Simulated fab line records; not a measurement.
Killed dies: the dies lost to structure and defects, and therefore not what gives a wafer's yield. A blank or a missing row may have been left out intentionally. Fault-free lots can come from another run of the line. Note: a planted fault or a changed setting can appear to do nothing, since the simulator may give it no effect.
One fault through the eyes of 2 desks | flow sky130 | each desk holds nothing but its own numbers, with what lay behind them at the end

METROLOGY DESK
Means of the sampled wafers that have a number, per lot and without regard to the tool the lot ran on: this is what the gauges read. The brackets show how far a lot's mean lies from the usual mean; more than 4 standard deviations puts the lot out of limits, marked OUT.
Columns: A = VIA4_OVL at SKY_VIA4_OVL_MEAS_11, usual 0.2 nm; B = VIA4_W_RS at SKY_VIA4_RS_MEAS_19, usual 0.228 ohm/sq; C = VIA4_W_THK at SKY_VIA4_THK_MEAS_20, usual 497 nm
lot  | first seen here | A   | B     | C
L186 | day 42 16:56    | 0.5 | 0.220 | 515
L194 | day 45 04:23    | 0.2 | 0.223 | 508
L199 | day 46 07:04    | 2.3 | 0.232 | 483
L206 | day 48 00:39    | 0.6 | 0.226 | 498
L207 | day 48 05:56    | 0.6 | 0.228 | 499
Finding of this desk: none of the 5 lots has anything out of limits.

FOR THE TOOL OWNER'S DESK: pvd sputter-01
At SKY_METAL5_SPUTTER_01 (material TiN, target thk 20 nm, time 16.7 s) the tool's own readings: per lot run on this tool, the mean of the sampled wafers that have a number. The brackets show how far a lot's mean lies from the usual mean; more than 4 standard deviations puts the lot out of limits, marked OUT.
Columns: A = cathode dc power W at SKY_METAL5_SPUTTER_01, usual 6500.1 W; B = throttle valve pct at SKY_METAL5_SPUTTER_01, usual 29.9 %
lot  | first seen here | A                | B
L186 | day 42 18:22    | 6500.6           | 30.2
L194 | day 45 05:48    | 6498.8           | 29.0
L199 | day 46 09:30    | 6557.0 (+47) OUT | 30.0
This desk's verdict: out of limits on L199, starting with L199 at day 46 09:30 (cathode dc power W at SKY_METAL5_SPUTTER_01). Within limits: L186, L194.

BROUGHT TOGETHER
At day 46 09:30, on L199, the tool owner's desk was in a position to raise an alarm.
The metrology desk saw nothing out of limits.
The metrology desk holds a record of L199, inside its limits.
The lots listed all ran SKY_METAL5_SPUTTER_01 on pvd sputter-01.

WHAT THE SIMULATOR PUT IN
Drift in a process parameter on pvd sputter-01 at SKY_METAL5_SPUTTER_01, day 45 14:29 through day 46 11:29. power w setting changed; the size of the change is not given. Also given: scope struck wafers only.
Shown lots that were struck: L199.
Each desk's first reading out of limits, in hours after the fault started: the tool owner's desk, 19.
